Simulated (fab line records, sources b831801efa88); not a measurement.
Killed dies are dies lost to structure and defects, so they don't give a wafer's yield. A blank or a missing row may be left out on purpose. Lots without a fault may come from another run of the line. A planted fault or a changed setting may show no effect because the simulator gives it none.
Which tool did it? | flow sky130 | 14 lots, 42 wafers sampled, at 6 steps of a route of 708

WHAT THE GAUGES READ, wafer by wafer
SKY_VT_ADJUST_LVTN_OVL_MEAS_07.
lot  | measured     | on         | VT_ADJUST_LVTN_OVL (nm)
L415 | day 6 19:53  | overlay-02 | -1.1 0.2 1.5
L416 | day 7 05:04  | overlay-01 | -2.9 -1.4 -1.1
L418 | day 7 16:13  | overlay-02 | -1.8 -1.9 -2.4
L419 | day 7 21:13  | overlay-02 | -0.4 -1.5 -0.4
L420 | day 8 04:16  | overlay-02 | 0.2 0.0 -2.3
L421 | day 8 10:39  | overlay-02 | -1.8 -1.9 -0.2
L423 | day 9 00:28  | overlay-01 | -0.1 0.2 -1.2
L424 | day 9 06:29  | overlay-02 | -0.2 -0.2 -0.3
L426 | day 9 19:54  | overlay-02 | 0.2 -0.9 0.1
L428 | day 10 08:13 | overlay-01 | 2.5 1.5 3.3
L429 | day 10 17:33 | overlay-02 | 0.4 0.2 0.3
L433 | day 11 23:58 | overlay-01 | 0.0 0.8 1.0
L435 | day 12 07:08 | overlay-01 | - - -
L436 | day 12 12:35 | overlay-01 | - - -

SKY_VT_ADJUST_LVTN_TW_MEAS_10.
lot  | measured     | on            | VT_ADJUST_LVTN_TW
L415 | day 6 20:11  | film_metro-04 | 242.1 240.7 240.2
L416 | day 7 05:22  | film_metro-01 | 235.1 234.3 234.0
L418 | day 7 16:29  | film_metro-02 | 241.0 242.2 242.0
L419 | day 7 21:30  | film_metro-01 | 235.6 236.1 235.3
L420 | day 8 04:32  | film_metro-01 | 236.0 236.0 236.3
L421 | day 8 10:56  | film_metro-04 | 239.6 240.8 241.6
L423 | day 9 00:44  | film_metro-01 | 235.3 234.5 233.4
L424 | day 9 06:47  | film_metro-01 | 235.2 234.3 234.4
L426 | day 9 20:12  | film_metro-01 | 235.0 234.8 234.1
L428 | day 10 08:29 | film_metro-02 | 240.8 240.8 239.6
L429 | day 10 17:51 | film_metro-01 | 235.1 234.3 235.2
L433 | day 12 00:14 | film_metro-01 | 237.0 235.2 235.0
L435 | day 12 07:26 | film_metro-04 | 30.0 29.9 29.7
L436 | day 12 12:53 | film_metro-02 | 30.1 30.0 29.8

SKY_RES_XHIGH_TW_MEAS_09.
lot  | measured     | on            | RES_XHIGH_TW
L415 | day 26 12:37 | film_metro-03 | 1645 1643 1645
L416 | day 26 12:27 | film_metro-02 | 1624 1626 1619
L418 | day 28 08:57 | film_metro-04 | 1646 1649 1650
L419 | day 31 21:13 | film_metro-04 | 1646 1628 1641
L420 | day 31 22:30 | film_metro-04 | 1636 1639 1631
L421 | day 31 23:43 | film_metro-02 | 1638 1634 1628
L423 | day 32 03:02 | film_metro-03 | 1638 1632 1641
L424 | day 32 00:44 | film_metro-02 | 1630 1631 1625
L426 | day 32 01:04 | film_metro-04 | 1632 1633 1628
L428 | day 32 10:12 | film_metro-04 | 1641 1632 1637
L429 | day 32 09:17 | film_metro-04 | 1639 1641 1636
L433 | day 32 14:29 | film_metro-04 | 1633 1640 1640
L435 | day 33 01:22 | film_metro-03 | 1641 1643 1639
L436 | day 33 05:27 | film_metro-02 | 1640 1638 1633

SKY_LI_CONTACT_THK_MEAS_01.
lot  | measured     | on            | LI_CONTACT_HDPCVD_THK (nm)
L415 | day 27 18:37 | film_metro-04 | 937 930 933
L416 | day 27 17:35 | film_metro-04 | 933 939 932
L418 | day 29 14:07 | film_metro-02 | 940 926 927
L419 | day 33 00:31 | film_metro-04 | 928 920 929
L420 | day 33 02:34 | film_metro-02 | 923 943 938
L421 | day 33 03:32 | film_metro-04 | 932 925 924
L423 | day 33 07:22 | film_metro-03 | 931 934 931
L424 | day 33 04:52 | film_metro-03 | 917 927 929
L426 | day 33 05:05 | film_metro-03 | 941 937 946
L428 | day 33 13:55 | film_metro-03 | 937 939 938
L429 | day 33 13:08 | film_metro-04 | 933 933 930
L433 | day 33 17:52 | film_metro-04 | 932 939 926
L435 | day 34 05:31 | film_metro-03 | 925 919 923
L436 | day 34 08:58 | film_metro-02 | 944 937 930

WHICH TOOL RAN EACH LOT (tool, then ch and the chambers of the sampled wafers, then the start)
lot  | SKY_FIELD_ISO_ETCH_17           | SKY_VT_ADJUST_LVTN_DEVELOP_06
L415 | rie_si-02 ch 0,3, day 2 07:59   | litho_track-02 ch 0, day 6 19:00
L416 | rie_si-01 ch 1,2,3, day 2 12:32 | litho_track-01 ch 0, day 7 04:00
L418 | rie_si-02 ch 1,2,3, day 2 22:01 | litho_track-03 ch 0, day 7 16:00
L419 | rie_si-01 ch 0,1,2, day 3 02:43 | litho_track-01 ch 0, day 7 21:00
L420 | rie_si-02 ch 1,3, day 3 06:52   | litho_track-03 ch 0, day 8 04:00
L421 | rie_si-01 ch 1,2,3, day 3 13:25 | litho_track-02 ch 0, day 8 10:00
L423 | rie_si-01 ch 0,1,3, day 3 22:32 | litho_track-03 ch 0, day 9 00:00
L424 | rie_si-02 ch 0,1, day 4 02:55   | litho_track-02 ch 0, day 9 06:00
L426 | rie_si-01 ch 2,3, day 4 14:07   | litho_track-02 ch 0, day 9 19:00
L428 | rie_si-01 ch 1,2,3, day 5 00:32 | litho_track-03 ch 0, day 10 08:00
L429 | rie_si-01 ch 0,3, day 5 07:25   | litho_track-02 ch 0, day 10 17:00
L433 | rie_si-02 ch 0,1,3, day 6 01:58 | litho_track-03 ch 0, day 11 23:00
L435 | rie_si-01 ch 0,3, day 6 13:46   | litho_track-02 ch 0, day 12 06:00
L436 | rie_si-01 ch 0,1,3, day 6 18:13 | litho_track-02 ch 0, day 12 12:00
- SKY_FIELD_ISO_ETCH_17: etches Si in HBr/Cl2/O2, target depth 342 nm, time 97.7 s.
- SKY_VT_ADJUST_LVTN_DEVELOP_06: develop time 60 s.

WHAT THE TOOLS THEMSELVES READ (means of the sampled wafers that have a number; where no wafer has one, the mark that the record gives instead)
SKY_FIELD_ISO_ETCH_17.
lot  | tool      | drypump_motor_current_A (A) | mfc_cl2_sccm (sccm) | oes_product_au (a.u.) | throttle_valve_pct (%)
L415 | rie_si-02 | 5.2                         | 40.01               | 0.998                 | 25.654
L416 | rie_si-01 | 6.2                         | 40.03               | 0.998                 | 25.662
L418 | rie_si-02 | 5.6                         | 40.05               | 1.008                 | 25.658
L419 | rie_si-01 | 6.0                         | 39.97               | 1.000                 | 25.664
L420 | rie_si-02 | 5.2                         | 39.98               | 1.014                 | 25.652
L421 | rie_si-01 | 6.2                         | 40.00               | 1.009                 | 25.656
L423 | rie_si-01 | 5.8                         | 40.04               | 1.003                 | 25.651
L424 | rie_si-02 | 5.8                         | 39.99               | 0.998                 | 25.655
L426 | rie_si-01 | 6.5                         | 39.95               | 0.991                 | 25.667
L428 | rie_si-01 | 6.2                         | 39.97               | 0.998                 | 25.667
L429 | rie_si-01 | 6.0                         | 40.00               | 1.009                 | 25.656
L433 | rie_si-02 | 5.5                         | 40.00               | 0.997                 | 25.666
L435 | rie_si-01 | 5.8                         | 40.07               | 1.001                 | 25.657
L436 | rie_si-01 | 5.8                         | 40.03               | 0.999                 | 25.659

THE ANSWER, worked out from the rows above alone
Rule: what is usual is taken from the lots themselves. Put in order of their means at a reading, lots are off if they are a third of the lots or fewer, leave a main group of 4 or more, and stand apart from it by a gap of 3 or more times the standard deviation of the main group's means; of several such gaps the widest counts. A main group whose means are all the same, to the digits that the tables above print for the reading, isn't used. A lot without any number at a reading at which 4 lots or more have one is off too. The other lots that the step has rows for count as sound. The gauges are gone through in route order, then the tools' own readings, and for those a lot's mean is taken as printed above. The first step at which some lot is off is used, and at that step the reading that is off furthest; a lot without a number counts as furthest.
Off: L435, L436, at SKY_VT_ADJUST_LVTN_OVL_MEAS_07 (VT_ADJUST_LVTN_OVL). Without a number there: L435, L436. The main group: mean -0.3 nm, standard deviation 1.1.
A tool fits if, at a process step before that reading, it ran every lot that is off, and no sound lot after the first of them. The gauges at SKY_VT_ADJUST_LVTN_OVL_MEAS_07 aren't tried: what is off there is off at SKY_VT_ADJUST_LVTN_TW_MEAS_10 too, on other tools, and a gauge's error can't cause that. Can't be told from this: 2 tools fit, rie_si-01 at SKY_FIELD_ISO_ETCH_17, litho_track-02 at SKY_VT_ADJUST_LVTN_DEVELOP_06.

WHAT THE SIMULATOR HAD PUT IN
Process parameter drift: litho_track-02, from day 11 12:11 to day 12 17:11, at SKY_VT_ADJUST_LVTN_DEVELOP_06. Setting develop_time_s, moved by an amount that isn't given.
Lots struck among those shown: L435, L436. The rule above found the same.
